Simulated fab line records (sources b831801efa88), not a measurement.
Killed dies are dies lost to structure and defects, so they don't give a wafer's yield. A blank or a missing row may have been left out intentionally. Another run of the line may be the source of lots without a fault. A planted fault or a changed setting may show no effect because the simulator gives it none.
Matching of chambers -- flow sky130 -- 4 sister chambers for SKY_VIA3_CMP_02 on cmp-01
The step polishes SiO2. 4 wafers are shown with their chamber, then 12 later ones without.

== WAFERS WITH THEIR CHAMBER ==
wafer,chamber,motor current A (A)
L082.4,3,12.5
L089.1,0,12.1
L089.2,2,12.1
L089.4,1,12.6

== WAFERS WITH NO CHAMBER GIVEN ==
wafer,motor current A (A)
L092.1,13.5
L092.3,12.3
L092.4,12.6
L094.2,12.6
L094.4,11.7
L094.6,11.8
L095.3,12.1
L095.4,11.3
L095.5,12.7
L096.4,12.7
L096.5,12.6
L096.6,12.0

== THE CHAMBER EACH PASSED THROUGH ==
wafer,from the rows above,in truth
L092.1,can't be placed: 1 or 3 or 0 or 2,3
L092.3,can't be placed: 3 or 0 or 2 or 1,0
L092.4,can't be placed: 1 or 3 or 0 or 2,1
L094.2,can't be placed: 1 or 3 or 0 or 2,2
L094.4,can't be placed: 0 or 2 or 3 or 1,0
L094.6,can't be placed: 0 or 2 or 3 or 1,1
L095.3,can't be placed: 0 or 2 or 3 or 1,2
L095.4,can't be placed: 0 or 2 or 3 or 1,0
L095.5,can't be placed: 1 or 3 or 0 or 2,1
L096.4,can't be placed: 1 or 3 or 0 or 2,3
L096.5,can't be placed: 1 or 3 or 0 or 2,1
L096.6,can't be placed: 0 or 2 or 3 or 1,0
Correctly placed: 0 of 12. Cannot be placed on the basis of these rows: 12; the candidates contain the true chamber in 12. Placed wrongly: 0.
How it was worked out, from the rows above alone: a wafer's distance from a chamber is the root of the sum, over the readings, of the square of ((its reading less the chamber's mean) divided by the reading's scatter). If the next closest chamber is less than 2 further off than the closest, the wafer can't be placed; otherwise it belongs to the closest. The mean given for a chamber averages the wafers shown for that chamber. The scatter (one wafer shown for each chamber): square how far every hidden wafer sits from the nearest shown wafer, average those squares and take the square root.
